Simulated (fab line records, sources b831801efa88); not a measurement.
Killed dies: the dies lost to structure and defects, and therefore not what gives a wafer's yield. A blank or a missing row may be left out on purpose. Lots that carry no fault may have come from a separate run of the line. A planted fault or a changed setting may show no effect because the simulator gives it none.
Chamber matching ; flow gf180mcu ; GF_PASSIVATION_CVD_02 on pecvd-01 has 3 sister chambers
The step deposits Si3N4, target thk 700 nm, time 486.18 s. 3 wafers are shown with their chamber, then 7 later ones without.

WAFERS WITH THEIR CHAMBER
wafer;chamber;heater_power_w (W)
L338.2;0;806
L344.2;2;601
L348.4;1;642

WAFERS WITH NO CHAMBER GIVEN
wafer;heater_power_w (W)
L348.6;741
L349.3;658
L349.4;742
L349.5;507
L353.1;680
L353.3;645
L353.5;700

THE CHAMBER EACH PASSED THROUGH
wafer;from the rows above;in truth
L348.6;can't be placed: 0 or 1 or 2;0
L349.3;can't be placed: 1 or 2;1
L349.4;can't be placed: 0 or 1 or 2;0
L349.5;can't be placed: 2 or 1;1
L353.1;can't be placed: 1 or 2 or 0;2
L353.3;can't be placed: 1 or 2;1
L353.5;can't be placed: 1 or 2 or 0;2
Placed correctly: 0 of 7. Cannot be placed on the basis of these rows: 7; the candidates contain the true chamber in 7. Placed wrongly: 0.
How it was worked out, from the rows above alone: a wafer's distance from a chamber is the root of the sum, over the readings, of the square of ((its reading less the chamber's mean) divided by the reading's scatter). The wafer belongs to the nearest chamber; if the next one is less than 2 further off, it can't be placed. For every chamber, the mean is computed from those of its wafers that are shown. The scatter: with one shown wafer a chamber, the root of the mean of the squares of how far each hidden wafer lies from its nearest shown one.
